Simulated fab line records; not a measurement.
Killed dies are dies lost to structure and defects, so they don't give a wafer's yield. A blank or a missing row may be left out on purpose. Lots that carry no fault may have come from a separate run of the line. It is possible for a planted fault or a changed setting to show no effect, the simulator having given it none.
Which tool is to blame? / flow sfqLine / 7 lots, 21 wafers sampled, at 2 steps of a route of 325

## WHAT THE GAUGES READ, wafer by wafer
SFQ_M4_RS_MEAS_924: measurement is done with a four-point probe.
lot=L840; measured=day 49 19:56; on=filmMetro-03; M4_NB_RS (ohm/sq)=0.891 0.889 0.887
lot=L843; measured=day 50 04:28; on=filmMetro-02; M4_NB_RS (ohm/sq)=0.896 0.907 0.895
lot=L845; measured=day 50 08:04; on=filmMetro-02; M4_NB_RS (ohm/sq)=0.881 0.873 0.867
lot=L850; measured=day 50 23:11; on=filmMetro-02; M4_NB_RS (ohm/sq)=0.903 0.891 0.904
lot=L852; measured=day 51 00:59; on=filmMetro-02; M4_NB_RS (ohm/sq)=0.889 0.891 0.891
lot=L856; measured=day 51 08:11; on=filmMetro-03; M4_NB_RS (ohm/sq)=0.814 0.823 0.807
lot=L861; measured=day 52 13:06; on=filmMetro-02; M4_NB_RS (ohm/sq)=0.820 0.807 0.824

## WHICH TOOL RAN EACH LOT (tool, then ch and the chambers of the sampled wafers, then the start)
lot=L840; SFQ_TRILAYER_M4_DEP_SPUTTER_091=pvdSputter-04, day 49 19:50
lot=L843; SFQ_TRILAYER_M4_DEP_SPUTTER_091=pvdSputter-06, day 50 04:22
lot=L845; SFQ_TRILAYER_M4_DEP_SPUTTER_091=pvdSputter-04, day 50 07:58
lot=L850; SFQ_TRILAYER_M4_DEP_SPUTTER_091=pvdSputter-03, day 50 23:05
lot=L852; SFQ_TRILAYER_M4_DEP_SPUTTER_091=pvdSputter-06, day 51 00:53
lot=L856; SFQ_TRILAYER_M4_DEP_SPUTTER_091=pvdSputter-03, day 51 08:05
lot=L861; SFQ_TRILAYER_M4_DEP_SPUTTER_091=pvdSputter-03, day 52 13:01
- SFQ_TRILAYER_M4_DEP_SPUTTER_091: material Nb, target thk 200 nm, time 133.3 s.

## THE ANSWER, worked out from the rows above alone
Rule: usual is defined by the lots themselves. The widest of any qualifying gaps counts: lots, ordered by their means at a reading, are off when they make up no more than a third of the lots, leave a main group of 4 or more, and stand apart from it by 3 or more times the standard deviation of that group's means. The tables above print the reading to a certain number of digits; a main group whose means all agree to those digits is not used. Also off: a lot with no number at a reading for which 4 or more lots have one. Where the step has rows for the other lots, those lots are counted as sound.
Off: at SFQ_M4_RS_MEAS_924 (M4_NB_RS), L856, L861. The main group has a mean of 0.890 ohm/sq with a standard deviation of 0.0094.
A tool fits if, at a process step before that reading, it ran every lot that is off, and no sound lot after the first of them. Gauges at SFQ_M4_RS_MEAS_924: tried the same way as those tools. One fits: SFQ_TRILAYER_M4_DEP_SPUTTER_091 on pvdSputter-03. A fault onset in the window from L850 (day 50 23:05, its last sound lot) to L856 (day 51 08:05, its first lot off) fits.

## WHAT WAS PUT IN BY THE SIMULATOR
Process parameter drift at SFQ_TRILAYER_M4_DEP_SPUTTER_091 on pvdSputter-03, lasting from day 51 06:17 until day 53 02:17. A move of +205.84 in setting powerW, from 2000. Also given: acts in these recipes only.
Struck lots among those shown: L856, L861. Same finding as the rule above.
